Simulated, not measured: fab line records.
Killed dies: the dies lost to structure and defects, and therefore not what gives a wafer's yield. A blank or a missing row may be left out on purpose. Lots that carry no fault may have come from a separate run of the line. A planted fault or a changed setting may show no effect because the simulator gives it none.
Matching of chambers / flow sfq line / 4 sister chambers for SFQ_TRILAYER_L0_VIA_ETCH_VIA_ETCH_016 on rie diel-04
The step etches SiO2 in CHF3, stops on MoNx KI, target depth 80 nm. 8 wafers are shown with their chamber, then 7 later ones without.

WAFERS PAIRED WITH THEIR CHAMBERS
wafer=L602.6; chamber=1; drypump motor current A (A)=5.6; oes product au (a.u.)=0.845
wafer=L603.2; chamber=2; drypump motor current A (A)=6.7; oes product au (a.u.)=0.837
wafer=L605.1; chamber=3; drypump motor current A (A)=5.8; oes product au (a.u.)=0.838
wafer=L605.3; chamber=2; drypump motor current A (A)=6.6; oes product au (a.u.)=0.835
wafer=L613.1; chamber=1; drypump motor current A (A)=5.7; oes product au (a.u.)=0.839
wafer=L613.5; chamber=0; drypump motor current A (A)=6.2; oes product au (a.u.)=0.839
wafer=L620.1; chamber=0; drypump motor current A (A)=6.2; oes product au (a.u.)=0.833
wafer=L620.2; chamber=3; drypump motor current A (A)=5.8; oes product au (a.u.)=0.834

WAFERS WITH NO CHAMBER GIVEN
wafer=L620.4; drypump motor current A (A)=5.7; oes product au (a.u.)=0.844
wafer=L621.2; drypump motor current A (A)=5.7; oes product au (a.u.)=0.835
wafer=L621.4; drypump motor current A (A)=6.2; oes product au (a.u.)=0.847
wafer=L621.6; drypump motor current A (A)=6.6; oes product au (a.u.)=0.856
wafer=L623.1; drypump motor current A (A)=5.7; oes product au (a.u.)=0.839
wafer=L623.4; drypump motor current A (A)=6.7; oes product au (a.u.)=0.855
wafer=L623.5; drypump motor current A (A)=5.7; oes product au (a.u.)=0.851

THE CHAMBER EACH PASSED THROUGH
wafer=L620.4; from the rows above=can't be placed: 1 or 3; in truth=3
wafer=L621.2; from the rows above=can't be placed: 3 or 1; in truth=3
wafer=L621.4; from the rows above=0; in truth=0
wafer=L621.6; from the rows above=2; in truth=2
wafer=L623.1; from the rows above=can't be placed: 1 or 3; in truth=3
wafer=L623.4; from the rows above=2; in truth=2
wafer=L623.5; from the rows above=1; in truth=1
Correct placement for 4 of the 7. These rows do not allow placing 3 (true chamber among the candidates in 3). Wrongly placed: 0.
How it was worked out, from the rows above alone: a wafer's distance from a chamber is the root of the sum, over the readings, of the square of ((its reading less the chamber's mean) divided by the reading's scatter). The wafer belongs to the nearest chamber; if the next one is less than 2 further off, it can't be placed. The mean given for a chamber averages the wafers shown for that chamber. The scatter: take each reading less its chamber's mean, square it, sum over the shown wafers, divide by the number of wafers less the number of chambers, and take the root.
